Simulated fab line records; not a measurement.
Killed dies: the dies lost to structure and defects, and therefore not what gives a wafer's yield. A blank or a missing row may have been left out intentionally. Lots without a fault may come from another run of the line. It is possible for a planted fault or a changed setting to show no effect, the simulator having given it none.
Which tool was responsible? ; flow gf180mcu ; 14 lots with 42 wafers sampled at 3 steps, on a route of 602 steps

## WHAT THE GAUGES READ, wafer by wafer
GF_POLY_GATE_CD_MEAS_18. Usual: cd-nm at 280.0 nm, with a standard deviation of 1.7.
lot;measured;on;cd-nm (nm);flag
L256;day 9 13:40;cd-sem-01;279.9 277.4 280.8;
L257;day 9 17:15;cd-sem-01;283.6 280.8 281.6;
L259;day 10 00:18;cd-sem-01;279.9 279.4 275.6;
L262;day 11 01:38;cd-sem-02;277.4 281.0 279.0;
L263;day 11 06:43;cd-sem-01;285.0 283.1 280.5;
L268;day 12 23:25;cd-sem-02;282.4 279.1 280.7;
L273;day 14 11:23;cd-sem-02;277.1 278.0 278.8;
L272;day 14 13:16;cd-sem-02;280.3 279.2 278.7;
L274;day 15 01:37;cd-sem-02;278.4 277.8 278.6;
L275;day 15 07:56;cd-sem-02;281.9 279.1 280.5;
L277;day 15 11:13;cd-sem-01;280.0 280.9 281.0;
L276;day 15 14:46;cd-sem-02;280.6 278.8 278.9;
L278;day 16 03:34;cd-sem-02;279.2 278.2 278.8;
L279;day 16 09:03;cd-sem-01;280.1 282.3 281.2;

GF_HV_LDD_TW_MEAS_23. Usual: HV_LDD_2_TW gives 1056 (standard deviation 6.2).
lot;measured;on;HV_LDD_2_TW;flag
L256;day 11 01:55;film-metro-01;1049 1050 1056;
L257;day 11 05:25;film-metro-04;1058 1057 1060;
L259;day 11 14:19;film-metro-04;1063 1063 1059;
L262;day 12 16:12;film-metro-01;1063 1058 1066;
L263;day 12 20:49;film-metro-01;1062 1060 1052;
L268;day 14 17:28;film-metro-02;1048 1046 1051;
L273;day 16 07:22;film-metro-01;1048 1051 1048;
L272;day 16 08:49;film-metro-01;1050 1043 1056;
L274;day 16 22:22;film-metro-02;1044 1049 1048;
L275;day 17 04:14;film-metro-01;1063 1061 1058;
L277;day 17 08:09;film-metro-01;1055 1060 1064;
L276;day 17 11:34;film-metro-01;1064 1065 1056;
L278;day 18 01:19;film-metro-01;1060 1056 1058;
L279;day 18 08:28;film-metro-04;1061 1061 1062;

## TOOL THAT RAN EACH LOT (tool first, then ch and the chambers of the sampled wafers, then the start)
lot;GF_VT_IMPLANT_STRIP_09
L256;plasma-asher-04 ch 0,1, day 5 17:17
L257;plasma-asher-01 ch 0, day 5 23:27
L259;plasma-asher-04 ch 0,1, day 6 06:53
L262;plasma-asher-01 ch 0,1, day 7 03:22
L263;plasma-asher-01 ch 0,1, day 7 09:26
L268;plasma-asher-04 ch 0,1, day 8 13:14
L273;plasma-asher-02 ch 0,1, day 10 04:29
L272;plasma-asher-04 ch 0,1, day 10 04:47
L274;plasma-asher-04 ch 0,1, day 10 16:40
L275;plasma-asher-02 ch 0,1, day 10 19:47
L277;plasma-asher-04 ch 0,1, day 11 00:47
L276;plasma-asher-02 ch 0,1, day 11 01:59
L278;plasma-asher-04 ch 0,1, day 11 13:47
L279;plasma-asher-02 ch 0,1, day 11 16:20
- GF_VT_IMPLANT_STRIP_09: strips in O2/N2.

## WHAT THE TOOLS THEMSELVES READ (means of the sampled wafers that have a number; where no wafer has one, the mark that the record gives instead)
GF_VT_IMPLANT_STRIP_09. Usual: drypump-motor-current-A 5.7 A, standard deviation 0.38; heater-power-w 352 W, standard deviation 51; oes-product-au 0.716 a.u., standard deviation 0.0045; strip-time-to-endpoint-s 12.64 s, standard deviation 0.034.
lot;tool;drypump-motor-current-A (A);heater-power-w (W);oes-product-au (a.u.);strip-time-to-endpoint-s (s);flag
L256;plasma-asher-04;5.7;341;0.717;12.62;
L257;plasma-asher-01;5.0;293;0.715;12.62;
L259;plasma-asher-04;5.8;338;0.719;12.64;
L262;plasma-asher-01;5.2;310;0.713;12.63;
L263;plasma-asher-01;5.1;305;0.720;12.63;
L268;plasma-asher-04;5.7;337;0.715;12.67;
L273;plasma-asher-02;6.0;374;0.718;12.62;
L272;plasma-asher-04;5.9;355;0.717;12.60;
L274;plasma-asher-04;5.8;342;0.713;12.68;
L275;plasma-asher-02;6.0;366;0.712;12.61;
L277;plasma-asher-04;5.9;360;0.716;12.68;
L276;plasma-asher-02;6.0;373;0.717;12.66;
L278;plasma-asher-04;5.7;342;0.715;12.66;
L279;plasma-asher-02;6.0;360;0.713;12.59;

## THE ANSWER, worked out from the rows above alone
Rule: take the mean of a lot's wafers that have a number; if it is more than 3 standard deviations from the usual mean, the lot is off. A lot without any number at a reading at which 4 lots or more have one is off too. Where the step has rows for the other lots, those lots are counted as sound. The gauges are gone through in route order, then the tools' own readings, and for those a lot's mean is taken as printed above. At the first step where some lot is off, the reading lying furthest off is the one used; lots without a number count as furthest.
None of the lots is off at any reading shown; this tells nothing.

## WHAT WAS PUT IN BY THE SIMULATOR
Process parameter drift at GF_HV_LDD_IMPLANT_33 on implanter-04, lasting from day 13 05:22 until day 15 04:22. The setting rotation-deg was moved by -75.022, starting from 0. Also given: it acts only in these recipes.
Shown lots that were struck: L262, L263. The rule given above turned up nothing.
